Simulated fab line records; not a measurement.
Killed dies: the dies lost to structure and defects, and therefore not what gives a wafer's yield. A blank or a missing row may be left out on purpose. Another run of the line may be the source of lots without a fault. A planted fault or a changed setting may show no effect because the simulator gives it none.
Chamber matching    flow gf180mcu    4 sister chambers for GF_V1_ETCH_16 on rie_diel-02
The step etches BARC in N2/H2. 4 wafers are shown with their chamber, then 10 later ones without.

## WAFERS, EACH WITH ITS CHAMBER
wafer   chamber  drypump_motor_current_A (A)
L084.6  1        5.1
L086.4  2        5.8
L090.1  3        5.8
L090.2  0        5.3

## WAFERS WITH NO CHAMBER GIVEN
wafer   drypump_motor_current_A (A)
L090.3  5.1
L091.3  5.1
L091.4  5.8
L091.6  5.7
L092.1  5.8
L092.3  5.8
L092.4  5.1
L097.1  5.1
L097.2  5.3
L097.3  5.8

## WHICH CHAMBER EACH WENT THROUGH
wafer   from the rows above      in truth
L090.3  1                        1
L091.3  1                        1
L091.4  can't be placed: 2 or 3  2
L091.6  can't be placed: 2 or 3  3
L092.1  can't be placed: 2 or 3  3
L092.3  can't be placed: 2 or 3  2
L092.4  1                        1
L097.1  1                        1
L097.2  0                        0
L097.3  can't be placed: 2 or 3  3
Correctly placed: 5 of 10. Cannot be placed on the basis of these rows: 5; the candidates contain the true chamber in 5. 0 placed wrongly.
How it was worked out, from the rows above alone: a wafer's distance from a chamber is the root of the sum, over the readings, of the square of ((its reading less the chamber's mean) divided by the reading's scatter). The wafer belongs to the nearest chamber; if the next one is less than 2 further off, it can't be placed. The mean given for a chamber averages the wafers shown for that chamber. The scatter: root of mean squared gap, hidden wafer to nearest shown wafer, with one shown wafer a chamber.
